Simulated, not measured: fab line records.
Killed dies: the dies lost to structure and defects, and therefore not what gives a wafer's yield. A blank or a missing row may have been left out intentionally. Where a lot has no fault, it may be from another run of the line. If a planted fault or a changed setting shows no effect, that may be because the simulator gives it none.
A lot that was struck, set against a sound lot -- flow gf180mcu -- 19 steps out of a route of 602
Sound: these wafers, L729.1, L729.3, L729.4. Struck: wafer L723.3 (left out: L723.4, a lot-mate that was not struck); the cause follows at the end.
Per side, at each step with rows, come the tool, then ch with its chambers, and then its first start. Under that, the readings that differ: sound wafers -- struck wafers -- difference of the means -- sigmas: that difference in standard deviations of wafers without a fault.
alike: readings whose means differ by less than 2 such deviations, and words and numbers that are the same on both sides. not compared: withheld readings, readings that some wafer has no value for, bounds like >300 that may hide the same value, and numbers for which the record gives no deviation and whose values overlap.
A row with sigmas, a row that says differs or no value, or rows on one side alone: a step with any of these is where the two part. When numbers do not overlap yet have no deviation, they are printed without sigmas and do not part them. Lack of a reading on every wafer of one side parts them only where that side has two or more wafers.

first, 3 steps without rows for these wafers: GF_MIM_EXPOSE_16 (exposes mask FuseTop, target cd 2000 nm); GF_MIM_PEB_17; GF_MIM_DEVELOP_18 (develop time 60 s).
GF_MIM_METAL_ETCH_19: etches the open film in Cl2/BCl3, stops on Si3N4, target depth 324.5 nm, time 54.1 s.
  sound on rieMetal-01 ch 0,1, day 30 03:39; struck on rieMetal-04 ch 0, day 28 09:07
reading,sound,struck,difference,sigmas
heBacksideLeakSccm (sccm),2.97 3.01 3.38,3.53,+0.41,+2
  alike: drypumpMotorCurrentA, mfcCl2Sccm, oesProductAu, throttleValvePct
  not compared: rfHoursCounterH
GF_MIM_STRIP_20: strips in O2/N2.
  sound on plasmaAsher-01 ch 0,1, day 30 03:43; struck on plasmaAsher-03 ch 0, day 28 09:12
  alike: drypumpMotorCurrentA, heaterPowerW, oesProductAu, stripTimeToEndpointS
  not compared: rfHoursCounterH
then, 7 steps without rows for these wafers: GF_MIM_STRIP_21 (strips in post etch residue remover, time 1200 s); GF_MIM_CLEAN_22 (cleans in DIW); GF_M5_DEHYDRATE_00 (time 60 s); GF_M5_HMDS_01 (prime time 60 s); GF_M5_COAT_02 (resist thk 1000 nm); GF_M5_SOFTBAKE_03 (time 60 s); GF_M5_EXPOSE_04 (exposes mask Metal5, target cd 280 nm).
GF_M5_PEB_05: peb time 90 s.
  sound on lithoTrack-01 ch 0, day 30 21:39; struck on lithoTrack-03 ch 0, day 29 03:25
then, 1 step without rows for these wafers: GF_M5_DEVELOP_06 (develop time 60 s).
GF_M5_CD_MEAS_07: the cd target is 280 nm.
  sound on cdSem-02, day 30 22:00; struck on cdSem-02, day 29 03:46
reading,sound,struck,difference,sigmas
cdNm (nm),280.7 279.1 280.2,275.9,-4.1,-4
GF_M5_OVL_MEAS_08:
  sound on overlay-01, day 30 22:07; struck on overlay-01, day 29 03:51
reading,sound,struck,difference,sigmas
M5_OVL (nm),-12 -11 -8,4,+14,+3
GF_M5_ETCH_09: etches Si3N4 in CF4/O2, target depth 52 nm, time 11.6 s.
  sound on rieDiel-02 ch 0,1,2, day 30 22:09; struck on rieDiel-02 ch 1, day 29 03:52
reading,sound,struck,difference,sigmas
model.M5.cdNm (nm),280.2 279.2 280.3,275.6,-4.3,
  alike: O2_flow_sccm, drypumpMotorCurrentA, oesProductAu, throttleValvePct
  not compared: rfHoursCounterH
GF_M5_METAL_ETCH_10: etches the open film in Cl2/BCl3, stops on SiO2, target depth 750.8 nm, time 125.1 s.
  sound on rieMetal-02 ch 0,1, day 30 22:11; struck on rieMetal-03 ch 0, day 29 03:56
reading,sound,struck,difference,sigmas
throttleValvePct (%),28.247 28.239 28.253,28.221,-0.025,-2
  alike: drypumpMotorCurrentA, heBacksideLeakSccm, mfcCl2Sccm, oesProductAu
  not compared: rfHoursCounterH
-- the record jumps here: 3 days lie between the struck wafers' starts before and after (it left off in module M5 and takes up again in module PASSIVATION, whose first step shown is number 602 of the route) --
GF_PASSIVATION_PROBE_99:
  the record has rows for the struck wafers here (prober-01, day 31 16:41) and none for the sound ones

## WHERE THEY PART
Earliest at GF_MIM_METAL_ETCH_19; latest, in this record, at GF_PASSIVATION_PROBE_99.

WHY: what the simulator had put in
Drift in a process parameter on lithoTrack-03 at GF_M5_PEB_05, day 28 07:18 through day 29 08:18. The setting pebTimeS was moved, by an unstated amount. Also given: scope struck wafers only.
